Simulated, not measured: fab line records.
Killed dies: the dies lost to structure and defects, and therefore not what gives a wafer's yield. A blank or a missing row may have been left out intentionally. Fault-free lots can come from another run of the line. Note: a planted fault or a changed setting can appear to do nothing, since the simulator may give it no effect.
Which tool was responsible? ; flow gf180mcu ; 36 wafers from 12 lots sampled at 6 of the route's 602 steps

## WHAT THE GAUGES SHOWED, per wafer
GF_HV_LDD_TW_MEAS_11.
lot;measured;on;HV_LDD_TW
L230;day 11 03:57;film metro-04;2427 2446 2433
L232;day 11 18:51;film metro-03;2400 2397 2393
L234;day 12 09:01;film metro-04;2422 2419 2432
L235;day 12 21:15;film metro-04;2448 2432 2438
L236;day 13 04:51;film metro-04;2200 2194 2207
L237;day 13 12:47;film metro-04;2202 2212 2209
L238;day 13 22:13;film metro-03;2389 2386 2390
L243;day 15 05:01;film metro-01;2448 2455 2453
L244;day 15 10:21;film metro-03;2382 2390 2391
L247;day 16 19:51;film metro-04;2443 2435 2425
L248;day 17 06:12;film metro-01;2452 2455 2449
L249;day 17 06:29;film metro-01;2438 2445 2454

GF_HV_LDD_CD_MEAS_19: the cd target is 400 nm.
lot;measured;on;cd nm (nm)
L230;day 11 22:30;cd sem-01;400.9 401.6 398.8
L232;day 12 13:51;cd sem-01;400.0 400.5 399.3
L234;day 13 04:49;cd sem-01;397.2 399.4 398.5
L235;day 13 17:13;cd sem-02;399.7 403.0 402.1
L236;day 14 01:24;cd sem-02;400.2 398.7 399.7
L237;day 14 09:00;cd sem-02;401.6 401.0 402.3
L238;day 14 19:16;cd sem-02;400.0 400.3 400.0
L243;day 16 02:10;cd sem-01;402.9 400.7 400.6
L244;day 16 06:46;cd sem-01;396.9 396.2 396.6
L247;day 17 17:28;cd sem-01;397.7 396.3 396.9
L248;day 18 04:07;cd sem-02;400.3 399.5 400.8
L249;day 18 04:26;cd sem-01;401.2 400.0 403.5

GF_HV_LDD_RS_MEAS_53: uses a four-point probe to measure.
lot;measured;on;HV_LDD_RS (ohm/sq)
L230;day 13 15:57;film metro-01;415.9 414.4 415.3
L232;day 14 08:23;film metro-03;413.0 414.0 412.8
L234;day 14 23:57;film metro-01;413.4 413.5 413.5
L235;day 15 12:11;film metro-04;413.2 413.5 411.7
L236;day 15 20:23;film metro-01;392.7 392.2 392.5
L237;day 16 04:55;film metro-04;390.3 391.5 390.3
L238;day 16 14:54;film metro-03;411.6 412.5 412.7
L243;day 17 22:56;film metro-03;413.0 413.9 413.4
L244;day 18 03:50;film metro-03;412.5 412.6 412.0
L247;day 19 17:50;film metro-03;412.0 412.4 412.0
L248;day 20 05:29;film metro-03;413.4 412.6 411.7
L249;day 20 06:04;film metro-03;412.5 412.4 412.7

## TOOL THAT RAN EACH LOT (tool first, then ch and the chambers of the sampled wafers, then the start)
lot;GF_VT_IMPLANT_STRIP_42;GF_HV_LDD_IMPLANT_09;GF_HV_LDD_STRIP_22
L230;plasma asher-04 ch 1, day 8 14:08;implanter-03 ch 0, day 11 03:43;plasma asher-02 ch 0,1, day 11 22:47
L232;plasma asher-01 ch 0,1, day 9 04:41;implanter-03 ch 0, day 11 18:37;plasma asher-02 ch 0,1, day 12 14:08
L234;plasma asher-04 ch 0,1, day 9 17:11;implanter-01 ch 0, day 12 08:47;plasma asher-03 ch 0,1, day 13 05:06
L235;plasma asher-01 ch 0,1, day 10 03:59;implanter-01 ch 0, day 12 21:01;plasma asher-01 ch 0,1, day 13 17:29
L236;plasma asher-03 ch 0,1, day 10 11:26;implanter-03 ch 0, day 13 04:37;plasma asher-02 ch 0,1, day 14 01:41
L237;plasma asher-01 ch 0,1, day 10 19:01;implanter-03 ch 0, day 13 12:32;plasma asher-03 ch 0,1, day 14 09:19
L238;plasma asher-04 ch 0,1, day 11 03:10;implanter-01 ch 0, day 13 21:59;plasma asher-01 ch 0,1, day 14 19:34
L243;plasma asher-03 ch 0,1, day 12 07:23;implanter-01 ch 0, day 15 04:49;plasma asher-03 ch 0,1, day 16 02:26
L244;plasma asher-01 ch 0,1, day 12 11:58;implanter-04 ch 0, day 15 10:07;plasma asher-01 ch 0,1, day 16 07:03
L247;plasma asher-04 ch 0,1, day 13 15:22;implanter-04 ch 0, day 16 19:37;plasma asher-02 ch 0,1, day 17 17:44
L248;plasma asher-04 ch 1, day 13 22:46;implanter-03 ch 0, day 17 05:58;plasma asher-01 ch 1, day 18 04:24
L249;plasma asher-01 ch 1, day 14 01:22;implanter-01 ch 0, day 17 06:14;plasma asher-02 ch 0, day 18 04:44
- GF_VT_IMPLANT_STRIP_42: strips in O2/N2.
- GF_HV_LDD_IMPLANT_09
- GF_HV_LDD_STRIP_22: strips in O2/N2.

## AS READ BY THE TOOLS THEMSELVES (means over the sampled wafers that have a number; for cases with no such wafer, the mark the record gives instead)
GF_VT_IMPLANT_STRIP_42.
lot;tool;drypump motor current A (A);heater power w (W);n2 flow sccm (sccm);oes product au (a.u.);strip time to endpoint s (s)
L230;plasma asher-04;6.2;295;300.1;0.715;12.66
L232;plasma asher-01;5.8;387;300.7;0.716;12.59
L234;plasma asher-04;5.9;296;300.0;0.715;12.64
L235;plasma asher-01;5.8;390;299.3;0.715;12.68
L236;plasma asher-03;5.3;348;300.0;0.711;12.67
L237;plasma asher-01;5.8;392;299.9;0.718;12.59
L238;plasma asher-04;5.7;299;301.4;0.716;12.67
L243;plasma asher-03;5.3;338;300.5;0.713;12.64
L244;plasma asher-01;5.8;454;300.1;0.712;12.59
L247;plasma asher-04;5.7;303;299.7;0.718;12.65
L248;plasma asher-04;6.1;291;299.1;0.716;12.61
L249;plasma asher-01;5.8;337;300.0;0.715;12.64

GF_HV_LDD_IMPLANT_09.
lot;tool;tilt deg (degrees)
L230;implanter-03;6.980
L232;implanter-03;7.004
L234;implanter-01;7.007
L235;implanter-01;7.001
L236;implanter-03;-0.019
L237;implanter-03;0.012
L238;implanter-01;7.006
L243;implanter-01;6.987
L244;implanter-04;7.009
L247;implanter-04;7.021
L248;implanter-03;6.996
L249;implanter-01;7.007

GF_HV_LDD_STRIP_22.
lot;tool;drypump motor current A (A);heater power w (W);n2 flow sccm (sccm);oes product au (a.u.);strip time to endpoint s (s)
L230;plasma asher-02;5.57;328;299.9;0.715;12.656
L232;plasma asher-02;5.57;333;300.0;0.718;12.646
L234;plasma asher-03;5.34;351;300.1;0.717;12.614
L235;plasma asher-01;5.79;392;300.2;0.719;12.682
L236;plasma asher-02;5.77;314;300.9;0.722;12.659
L237;plasma asher-03;5.33;349;300.7;0.719;12.628
L238;plasma asher-01;5.81;388;299.8;0.715;12.664
L243;plasma asher-03;5.33;342;299.1;0.710;12.593
L244;plasma asher-01;5.87;453;299.6;0.721;12.662
L247;plasma asher-02;5.77;314;299.9;0.715;12.667
L248;plasma asher-01;5.76;338;299.3;0.716;12.636
L249;plasma asher-02;5.40;335;300.4;0.720;12.613

## THE ANSWER, worked out from the rows above alone
Rule: the usual values come from the lots themselves. Put in order of their means at a reading, lots are off if they are a third of the lots or fewer, leave a main group of 4 or more, and stand apart from it by a gap of 3 or more times the standard deviation of the main group's means; of several such gaps the widest counts. If all means in a main group match to the digits the tables above print for the reading, that group is not used. Also off: a lot with no number at a reading for which 4 or more lots have one. The other lots that the step has rows for count as sound. After the gauges, taken in route order, come the tools' own readings; for these a lot's mean is taken, as printed above. At the first step where some lot is off, the reading lying furthest off is the one used; lots without a number count as furthest.
Off: L236, L237, seen at GF_HV_LDD_TW_MEAS_11 (HV_LDD_TW). The main group has a mean of 2426 with a standard deviation of 24.
If a tool, at a process step before that reading, ran all the lots that are off and no sound lot after the first of them, it fits. Not tried: the gauges at GF_HV_LDD_TW_MEAS_11; whatever is off there is also off at GF_HV_LDD_IMPLANT_09, on other tools, and gauge error can't account for it. No candidate that was tried fits.

## WHAT THE SIMULATOR HAD PUT IN
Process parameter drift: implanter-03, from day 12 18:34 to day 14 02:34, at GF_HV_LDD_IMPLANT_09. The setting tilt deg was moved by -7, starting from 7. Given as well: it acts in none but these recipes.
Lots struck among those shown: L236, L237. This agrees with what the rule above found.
